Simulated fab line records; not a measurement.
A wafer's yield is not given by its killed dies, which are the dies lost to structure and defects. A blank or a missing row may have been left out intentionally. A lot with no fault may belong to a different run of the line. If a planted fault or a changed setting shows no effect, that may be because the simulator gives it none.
Struck lot and sound lot, side by side | flow sky130 | 35 steps out of a route of 708
Sound: the wafers L275.2, L275.4, L275.5. Wafers struck: L288.2, L288.3, L288.4. The cause is named last.
Each step with rows lists, per side, the tool, then ch with its chambers, then its first start. Under that, the readings that differ: sound wafers | struck wafers | difference of the means | sigmas: that difference in standard deviations of wafers without a fault.
alike: a reading whose means differ by less than 2 such deviations, as well as words and numbers matching on both sides. not compared: withheld readings; readings where some wafer has no value; bounds like >300 that might hide an equal value; numbers whose values overlap and for which the record gives no deviation.
The two part at a step that has a row with sigmas, a row that says differs or no value, or rows on one side only. Non-overlapping numbers with no deviation appear without sigmas and do not part them. A reading missing from all wafers of one side parts the sides only when that side holds two or more wafers.

SKY_SD_P_CD_MEAS_07: target cd 380 nm.
  sound on cdSem-02, day 25 17:38; struck on cdSem-02, day 30 06:28
  alike: cdNm
SKY_SD_P_OVL_MEAS_08:
  sound on overlay-02, day 25 17:45; struck on overlay-02, day 30 06:35
reading       | sound         | struck      | difference | sigmas
SD_P_OVL (nm) | 0.0 -1.3 -0.9 | 2.0 1.1 1.4 | +2.2       | +2
after that, 1 step had no rows for these wafers: SKY_SD_P_IMPLANT_09.
SKY_SD_P_STRIP_10: strips in O2/N2.
  sound on plasmaAsher-03 ch 0,1, day 25 17:56; struck on plasmaAsher-04 ch 0,1, day 30 06:46
  alike: drypumpMotorCurrentA, n2FlowSccm, oesProductAu, stripTimeToEndpointS
  not compared: rfHoursCounterH
SKY_SD_P_TW_MEAS_11:
  sound on filmMetro-03, day 25 18:02; struck on filmMetro-01, day 30 06:58
  alike: SD_P_TW
then, 7 steps without rows for these wafers: SKY_RES_XHIGH_DEHYDRATE_00 (time 60 s); SKY_RES_XHIGH_HMDS_01 (prime time 60 s); SKY_RES_XHIGH_COAT_02 (resist thk 1140 nm); SKY_RES_XHIGH_SOFTBAKE_03 (time 60 s); SKY_RES_XHIGH_EXPOSE_04 (exposes mask URPM, target cd 1270 nm); SKY_RES_XHIGH_PEB_05; SKY_RES_XHIGH_DEVELOP_06 (develop time 60 s).
SKY_RES_XHIGH_IMPLANT_07:
  sound on implanter-01 ch 0, day 26 23:07; struck on implanter-01 ch 0, day 31 10:19
reading          | sound          | struck         | difference | sigmas
beamOnS (s)      | 39.9 40.7 40.9 | 32.9 31.6 33.5 | -7.8       | -5
faradayCurrentUA | 508 500 495    | 615 639 604    | +118       | +6
SKY_RES_XHIGH_STRIP_08: strips in O2/N2.
  sound on plasmaAsher-03 ch 0,1, day 26 23:14; struck on plasmaAsher-02 ch 0,1, day 31 10:26
reading                  | sound             | struck            | difference | sigmas
stripTimeToEndpointS (s) | 14.16 14.22 14.16 | 14.08 14.06 14.10 | -0.10      | -2
  alike: drypumpMotorCurrentA, n2FlowSccm, oesProductAu
  not compared: rfHoursCounterH
SKY_RES_XHIGH_TW_MEAS_09:
  sound on filmMetro-02, day 26 23:20; struck on filmMetro-01, day 31 10:32
reading      | sound          | struck         | difference | sigmas
RES_XHIGH_TW | 1637 1642 1642 | 1530 1544 1539 | -103       | -12
then, 7 steps without rows for these wafers: SKY_SD_N_DEHYDRATE_00 (time 60 s); SKY_SD_N_HMDS_01 (prime time 60 s); SKY_SD_N_COAT_02 (resist thk 1140 nm); SKY_SD_N_SOFTBAKE_03 (time 60 s); SKY_SD_N_EXPOSE_04 (exposes mask NSDM, target cd 380 nm); SKY_SD_N_PEB_05; SKY_SD_N_DEVELOP_06 (develop time 60 s).
SKY_SD_N_CD_MEAS_07: target cd 380 nm.
  sound on cdSem-01, day 28 03:15; struck on cdSem-01, day 32 14:20
  alike: cdNm
SKY_SD_N_OVL_MEAS_08:
  sound on overlay-02, day 28 03:22; struck on overlay-02, day 32 14:26
  alike: SD_N_OVL
then, 2 steps without rows for these wafers: SKY_SD_N_IMPLANT_09; SKY_SD_N_IMPLANT_10.
SKY_SD_N_STRIP_11: strips in O2/N2.
  sound on plasmaAsher-04 ch 0, day 28 03:41; struck on plasmaAsher-04 ch 0,1, day 32 14:46
  alike: drypumpMotorCurrentA, n2FlowSccm, oesProductAu, stripTimeToEndpointS
  not compared: rfHoursCounterH
SKY_SD_N_TW_MEAS_12:
  sound on filmMetro-02, day 28 03:48; struck on filmMetro-02, day 32 14:52
  alike: SD_N_TW
then, 1 step without rows for these wafers: SKY_SD_N_CLEAN_13 (cleans in SC1/SC2, time 150 s).
SKY_SD_N_RTA_14: time 2 s.
  sound on rtpAnneal-02 ch 0, day 28 03:58; struck on rtpAnneal-02 ch 0, day 32 14:59
  alike: lampPowerPct, wafer_temp_C_max
SKY_SD_N_RS_MEAS_16: measurement is done with a four-point probe.
  sound on filmMetro-01, day 28 04:08; struck on filmMetro-02, day 32 15:10
reading          | sound             | struck            | difference | sigmas
SD_N_RS (ohm/sq) | 69.14 69.22 69.11 | 68.85 68.86 68.78 | -0.33      | -3
SKY_SD_N_RS_MEAS_17: measurement is done with a four-point probe.
  sound on filmMetro-01, day 28 04:16; struck on filmMetro-02, day 32 15:17
  alike: SD_P_RS
SKY_SD_N_RS_MEAS_18: measurement is done with a four-point probe.
  sound on filmMetro-01, day 28 04:23; struck on filmMetro-02, day 32 15:25
reading               | sound             | struck            | difference | sigmas
RES_XHIGH_RS (ohm/sq) | 335.3 335.2 335.2 | 393.2 394.5 393.4 | +58.5      | +49
then, 1 step without rows for these wafers: SKY_SALICIDE_CLEAN_00 (cleans in HF-last, time 30 s).
-- the record jumps here: 17 days lie between the struck wafers' starts before and after (it left off in module SALICIDE and takes up again in module PAD_OPEN, whose first step shown is number 708 of the route) --
SKY_PAD_OPEN_PROBE_99:
  sound on prober-02, day 46 01:23; struck on prober-02, day 49 08:12
reading                             | sound            | struck          | difference | sigmas
killedAtContacts                    | 23 23 26         | 36 32 45        | +14        | +2
model.etest.resXhighPo.lineOhmUm    | 5376 5326 5501   | 8659 8514 8363  | +3111      | 
model.etest.resXhighPo.rsOhmSq      | 1911 1874 1926   | 3078 2979 2922  | +1089      | 
model.etest.resXhighPo.rsOhmSqRange | 64.8 77.66 81.39 | 164.5 175 136.9 | +84.2      | 
  alike: killed_at_M0_to_M3, killed_at_M4_up, killedAtFrontEnd, killedAtOther, killedDies, killedOpen, killedShort

WHERE THEY PART
At SKY_SD_P_OVL_MEAS_08 first; at SKY_PAD_OPEN_PROBE_99 last (within this record only).

WHY: what had been put in by the simulator
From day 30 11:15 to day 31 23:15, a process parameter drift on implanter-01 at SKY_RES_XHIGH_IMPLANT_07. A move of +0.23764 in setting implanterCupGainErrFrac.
